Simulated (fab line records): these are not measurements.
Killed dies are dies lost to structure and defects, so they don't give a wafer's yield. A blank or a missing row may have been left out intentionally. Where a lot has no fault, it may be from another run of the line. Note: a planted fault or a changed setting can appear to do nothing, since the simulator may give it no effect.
Comparing a struck lot with a sound one ; flow gf180mcu ; 13 out of 602 route steps
Sound: wafers L828.2, L828.5, L828.6. Wafers L834.1, L834.2, L834.6 were the ones struck. Last of all comes the cause.
For every step that has rows: the tool of each side, followed by ch and its chambers, followed by its first start. Under that, the readings that differ: sound wafers ; struck wafers ; difference of the means ; sigmas: that difference in standard deviations of wafers without a fault.
alike: readings whose means differ by less than 2 such deviations, and words and numbers that are the same on both sides. not compared: withheld readings, readings that some wafer has no value for, bounds like >300 that may hide the same value, and numbers for which the record gives no deviation and whose values overlap.
Wherever a step has rows on one side only, a row that says differs or no value, or a row with sigmas, the two part there. Numbers that don't overlap but have no deviation are shown without sigmas and don't part them. A reading that every wafer of one side lacks parts them only if that side has two wafers or more.

first, 5 steps without rows for these wafers: GF_STI_WET_ETCH_17 (etches Si3N4 in H3PO4, target depth 45 nm, time 514 s); GF_STI_CLEAN_18 (cleans in SC1/SC2, time 154.2 s); GF_STI_CLEAN_19 (cleans in dHF, time 20 s); GF_STI_WET_ETCH_20 (etches SiO2 in dHF, target depth 20 nm, time 400 s); GF_STI_OXIDATION_21 (stabilise 600 s, purge 300 s, target thk 15 nm).
GF_STI_THK_MEAS_22:
  sound: film metro-01 at day 4 08:46; struck: film metro-01 at day 5 14:25
  alike: STI_OXIDATION_01_THK
then, 1 step without rows for these wafers: GF_STI_CVD_23 (deposits SiO2, target thk 650 nm, time 108.3 s).
GF_STI_THK_MEAS_24:
  sound: film metro-04 at day 4 08:54; struck: film metro-01 at day 5 14:33
  alike: STI_CVD_23_THK
GF_STI_CMP_25: polishes, stops on Si3N4, t overpolish 33 s, target thk 524.6 nm.
  sound on cmp-01 ch 0,1,3, day 4 09:03; struck on cmp-01 ch 0,1,3, day 5 14:43
  alike: edge zone pressure frac, motor current A, overpolish run s, time to endpoint s
then, 3 steps without rows for these wafers: GF_STI_WET_ETCH_26 (etches SiO2 in dHF, target depth 94 nm, time 188 s); GF_STI_WET_ETCH_27 (etches Si3N4 in H3PO4, target depth 160 nm, time 1825 s); GF_STI_WET_ETCH_28 (etches SiO2 in dHF, target depth 20 nm, time 40 s).
GF_STI_OXIDATION_29: stabilise 600 s, purge 300 s, target thk 10 nm.
  struck on furnace-01, day 5 15:31; sound on furnace-02 ch 0, day 4 09:51
  no value came back on the struck wafers for ox temp c (C), ox temp c max; on the sound wafers ox temp c (C) reads 899.7 900.0 899.9

== WHERE THEY PART ==
GF_STI_OXIDATION_29 only, going by this record.

WHY: whatever the simulator had introduced
Beginning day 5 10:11, the whole step at GF_STI_OXIDATION_29 was skipped on furnace-01. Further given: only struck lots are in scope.
